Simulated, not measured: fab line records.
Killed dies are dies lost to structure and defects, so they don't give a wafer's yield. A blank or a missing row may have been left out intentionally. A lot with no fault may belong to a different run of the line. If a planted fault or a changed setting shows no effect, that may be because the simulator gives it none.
Problem report in the 8D (eight disciplines) form, filled by code -- flow sky130 -- the parts of the form that need people (team, actions taken, sign-off) are left out

== 1. WHAT WENT WRONG ==
Mean of plate_temp_C at SKY_PWDE_SOFTBAKE_03: 115.91 C across 6 wafers in 2 lots; on wafers with no fault it is 110.01 C (standard deviation 0.14). That puts it +42 standard deviations away from the usual mean.
The first sign was on wafer L104.2 at day 4 22:25, on litho_track-03. The record has a number at this step for 33 wafers belonging to 11 lots. The rule behind "out" and "out of limits": a value lying over 4 standard deviations away from the usual mean. The other wafers with a number count as sound.

== 2. WHAT IT IS; WHAT IT IS NOT ==
question,is,is not
which readings at this step,"plate_temp_C, heater_power_total_W",-
which lots,"L104, L106","L100, L113, L114, L115, L117, L118, L119, L121, L999"
which wafers of those lots,all that have a number,-
read on which tools,litho_track-03,"litho_track-01, litho_track-04"
when,from day 4 22:25,"up to then (6 sound wafers); but 21 sound wafers of L113, L114, L115, L117, L118, L119, L121 came after"

== 3. WHAT RULES OUT EACH SUSPECT ==
Counting: a tool stays on the suspect list if, at a process step up to the reading, it processed all lots that are out and no sound lot following the first of them.
- litho_track-03 at SKY_PWDE_SOFTBAKE_03: ruled out as a lasting fault. Following L104 (day 4 22:25), the first lot on it that is out, the sound lots L117, L118 were run on it.
Left after counting: nothing in the record.

== 4. THE CAUSE (what the simulator had put in) ==
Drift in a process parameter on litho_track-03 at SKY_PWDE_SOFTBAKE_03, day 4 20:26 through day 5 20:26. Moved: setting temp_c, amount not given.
Counting ruled it out, wrongly.

== 5. SEQUENCE OF EFFECTS, ordered by route ==
Rows list readings where the struck wafers' mean (over those with a number) sits beyond 3 standard deviations from the usual. Only readings whose record carries a usual standard deviation are examined. hours: median over the lots of the time between each lot's start at the first step of this table that gives one and its start at this step. sigmas: the change, counted in usual standard deviations.
hours,step,reading,usual,on struck wafers,change,sigmas
0,SKY_PWDE_SOFTBAKE_03,heater_power_total_W,65.32 W,70.01,+4.69,+36
0,SKY_PWDE_SOFTBAKE_03,plate_temp_C,110.01 C,115.91,+5.90,+42
10,SKY_PWDE_STRIP_09,strip_time_to_endpoint_s,36.88 s,36.37,-0.51,-5.3
It contains these process steps:
- SKY_PWDE_SOFTBAKE_03
- SKY_PWDE_STRIP_09: strips in O2/N2.
At these later measuring or inspecting steps, every struck wafer for which the step has a row has a number for every such reading, and none has moved that far: SKY_NWELL_TW_MEAS_26.

== 6. HOW IT WOULD HAVE BEEN CAUGHT EARLIER ==
In this record the first reading out of limits was taken at day 4 22:25, 2 hours after the fault began at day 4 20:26.
